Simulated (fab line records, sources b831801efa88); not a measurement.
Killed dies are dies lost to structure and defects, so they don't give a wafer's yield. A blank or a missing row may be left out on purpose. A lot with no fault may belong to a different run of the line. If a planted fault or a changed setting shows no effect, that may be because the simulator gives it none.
Split-lot experiment :: flow sfq_line :: on a route of 325 steps: 5 lots, 27 wafers read

THE SPLIT ITSELF
At SFQ_TRILAYER_M3_BARC_OPEN_METAL_ETCH_100 (etches BARC in O2, target depth 125 nm, time 41.7 s), the setting time_s was moved away from the recipe's 41.7 s on 6 of the 27 wafers read, by -42.1% to +24.5%. This setting was run at the recipe's value on the other wafers.

Reading taken at the split's own step.

THE READING
oes_product_au, in a.u., at SFQ_TRILAYER_M3_BARC_OPEN_METAL_ETCH_100 (etches BARC in O2, target depth 125 nm, time 41.7 s). Fault-free wafers of this fab line usually give 0.686 a.u., standard deviation 0.0048 a.u.

wafer: L074.1
tool, chamber at the split: rie_metal-03, 0
time_s as run, s: 41.7
against the recipe: recipe
oes_product_au, a.u.: 0.686
against lot-mates on the recipe: -

wafer: L074.2
tool, chamber at the split: rie_metal-03, 1
time_s as run, s: 41.7
against the recipe: recipe
oes_product_au, a.u.: 0.692
against lot-mates on the recipe: -

wafer: L074.3
tool, chamber at the split: rie_metal-03, 1
time_s as run, s: 41.7
against the recipe: recipe
oes_product_au, a.u.: 0.689
against lot-mates on the recipe: -

wafer: L074.4
tool, chamber at the split: rie_metal-03, 0
time_s as run, s: 41.7
against the recipe: recipe
oes_product_au, a.u.: 0.676
against lot-mates on the recipe: -

wafer: L074.5
tool, chamber at the split: rie_metal-03, 0
time_s as run, s: 41.7
against the recipe: recipe
oes_product_au, a.u.: 0.689
against lot-mates on the recipe: -

wafer: L074.6
tool, chamber at the split: rie_metal-03, 1
time_s as run, s: 41.7
against the recipe: recipe
oes_product_au, a.u.: 0.688
against lot-mates on the recipe: -

wafer: L075.1
tool, chamber at the split: rie_metal-02, 1
time_s as run, s: 41.7
against the recipe: recipe
oes_product_au, a.u.: 0.684
against lot-mates on the recipe: -

wafer: L075.2
tool, chamber at the split: rie_metal-02, 0
time_s as run, s: 41.7
against the recipe: recipe
oes_product_au, a.u.: 0.688
against lot-mates on the recipe: -

wafer: L075.3
tool, chamber at the split: rie_metal-02, 1
time_s as run, s: 41.7
against the recipe: recipe
oes_product_au, a.u.: 0.681
against lot-mates on the recipe: -

wafer: L075.4
tool, chamber at the split: rie_metal-02, 0
time_s as run, s: 41.7
against the recipe: recipe
oes_product_au, a.u.: 0.680
against lot-mates on the recipe: -

wafer: L075.5
tool, chamber at the split: rie_metal-02, 1
time_s as run, s: 41.7
against the recipe: recipe
oes_product_au, a.u.: 0.690
against lot-mates on the recipe: -

wafer: L075.6
tool, chamber at the split: rie_metal-02, 0
time_s as run, s: 41.7
against the recipe: recipe
oes_product_au, a.u.: 0.682
against lot-mates on the recipe: -

wafer: L081.3
tool, chamber at the split: rie_metal-01, 0
time_s as run, s: 41.7
against the recipe: recipe
oes_product_au, a.u.: 0.693
against lot-mates on the recipe: -

wafer: L081.4
tool, chamber at the split: rie_metal-01, 0
time_s as run, s: 41.7
against the recipe: recipe
oes_product_au, a.u.: 0.689
against lot-mates on the recipe: -

wafer: L081.5
tool, chamber at the split: rie_metal-01, 0
time_s as run, s: 41.7
against the recipe: recipe
oes_product_au, a.u.: 0.686
against lot-mates on the recipe: -

wafer: L083.1
tool, chamber at the split: rie_metal-03, 1
time_s as run, s: 24.15
against the recipe: -42.1%
oes_product_au, a.u.: 0.909
against lot-mates on the recipe: +0.222

wafer: L083.2
tool, chamber at the split: rie_metal-03, 1
time_s as run, s: 41.7
against the recipe: recipe
oes_product_au, a.u.: 0.681
against lot-mates on the recipe: -

wafer: L083.3
tool, chamber at the split: rie_metal-03, 1
time_s as run, s: 41.7
against the recipe: recipe
oes_product_au, a.u.: 0.685
against lot-mates on the recipe: -

wafer: L083.4
tool, chamber at the split: rie_metal-03, 1
time_s as run, s: 24.15
against the recipe: -42.1%
oes_product_au, a.u.: 0.903
against lot-mates on the recipe: +0.216

wafer: L083.5
tool, chamber at the split: rie_metal-03, 1
time_s as run, s: 24.15
against the recipe: -42.1%
oes_product_au, a.u.: 0.906
against lot-mates on the recipe: +0.219

wafer: L083.6
tool, chamber at the split: rie_metal-03, 1
time_s as run, s: 41.7
against the recipe: recipe
oes_product_au, a.u.: 0.694
against lot-mates on the recipe: -

wafer: L084.1
tool, chamber at the split: rie_metal-02, 0
time_s as run, s: 41.7
against the recipe: recipe
oes_product_au, a.u.: 0.694
against lot-mates on the recipe: -

wafer: L084.2
tool, chamber at the split: rie_metal-02, 1
time_s as run, s: 51.92
against the recipe: +24.5%
oes_product_au, a.u.: 0.659
against lot-mates on the recipe: -0.032

wafer: L084.3
tool, chamber at the split: rie_metal-02, 1
time_s as run, s: 51.92
against the recipe: +24.5%
oes_product_au, a.u.: 0.653
against lot-mates on the recipe: -0.038

wafer: L084.4
tool, chamber at the split: rie_metal-02, 0
time_s as run, s: 41.7
against the recipe: recipe
oes_product_au, a.u.: 0.688
against lot-mates on the recipe: -

wafer: L084.5
tool, chamber at the split: rie_metal-02, 1
time_s as run, s: 51.92
against the recipe: +24.5%
oes_product_au, a.u.: 0.660
against lot-mates on the recipe: -0.031

wafer: L084.6
tool, chamber at the split: rie_metal-02, 0
time_s as run, s: 41.7
against the recipe: recipe
oes_product_au, a.u.: 0.691
against lot-mates on the recipe: -

THE FIT
A straight line over all 27 wafers: oes_product_au changes by -0.0041 a.u. for each +1% of time_s; r = -0.93; the points scatter about the line by 0.026 a.u.
The same after taking each lot's own level away (the mean of its wafers on the recipe; 27 wafers): -0.00415 a.u. for each +1%; r = -0.94; scatter 0.025 a.u.
That fit puts the effect of the largest move of time_s on the reading at 0.17 a.u.
Across the lots, their own levels run from 0.6842 to 0.6910 a.u., a range of 1.4 times the standard deviation given above.
So the lot-to-lot level changes the slope little: the two slopes agree.
Check: with one of the wafers moved furthest among these (-42.1%) left out of the fit, the line predicts +0.174 a.u. for it against its lot-mates. It came out at +0.222 a.u. against them.
Tool readings at the split's step, against how far the setting was moved: oes_product_au r = -0.93.

THE OTHER SPLITS THESE WAFERS WENT THROUGH
These wafers also went through other splits before the reading. Each is held against what the fit with the lots' levels taken away leaves over:
other split on the same wafers: SFQ_TRILAYER_INCOMING_OXIDATION_002 ox_time_s
wafers away from the commonest value: 21
r with oes_product_au (lot level and that fit taken away): +0.50

other split on the same wafers: SFQ_TRILAYER_L0_ETCH_METAL_ETCH_008 time_s
wafers away from the commonest value: 6
r with oes_product_au (lot level and that fit taken away): +0.11

other split on the same wafers: SFQ_TRILAYER_M0_ETCH_METAL_ETCH_024 time_s
wafers away from the commonest value: 6
r with oes_product_au (lot level and that fit taken away): -0.33

other split on the same wafers: SFQ_TRILAYER_M1_BARC_OPEN_METAL_ETCH_054 time_s
wafers away from the commonest value: 6
r with oes_product_au (lot level and that fit taken away): +0.02

THE WHOLE CHAIN: every reading that the file lists as answering this split, in the file's order
step: SFQ_TRILAYER_M3_BARC_OPEN_METAL_ETCH_100
what it does: etches BARC in O2, target depth 125 nm, time 41.7 s
reading: oes_product_au
change (the file's fit): -0.00425 a.u. for each +1% of the setting
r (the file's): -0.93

step: SFQ_TRILAYER_M3_BARC_OPEN_METAL_ETCH_100
what it does: etches BARC in O2, target depth 125 nm, time 41.7 s
reading: KrF_of_TRILAYER_M3_LITHO_COAT_075.thk_nm (the simulator's own value, which no gauge read)
change (the file's fit): -0.554 nm for each +1% of the setting
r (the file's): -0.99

step: SFQ_TRILAYER_M3_ETCH_METAL_ETCH_078
what it does: etches Nb in Cl2/Ar, stops on SiO2, target depth 240 nm, time 120 s
reading: KrF_of_TRILAYER_M3_LITHO_COAT_075.thk_nm (the simulator's own value, which no gauge read)
change (the file's fit): -0.602 nm for each +1% of the setting
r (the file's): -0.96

FILE'S OWN FIT
oes_product_au changes by -0.00425 a.u. for each +1% of time_s, r = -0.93.
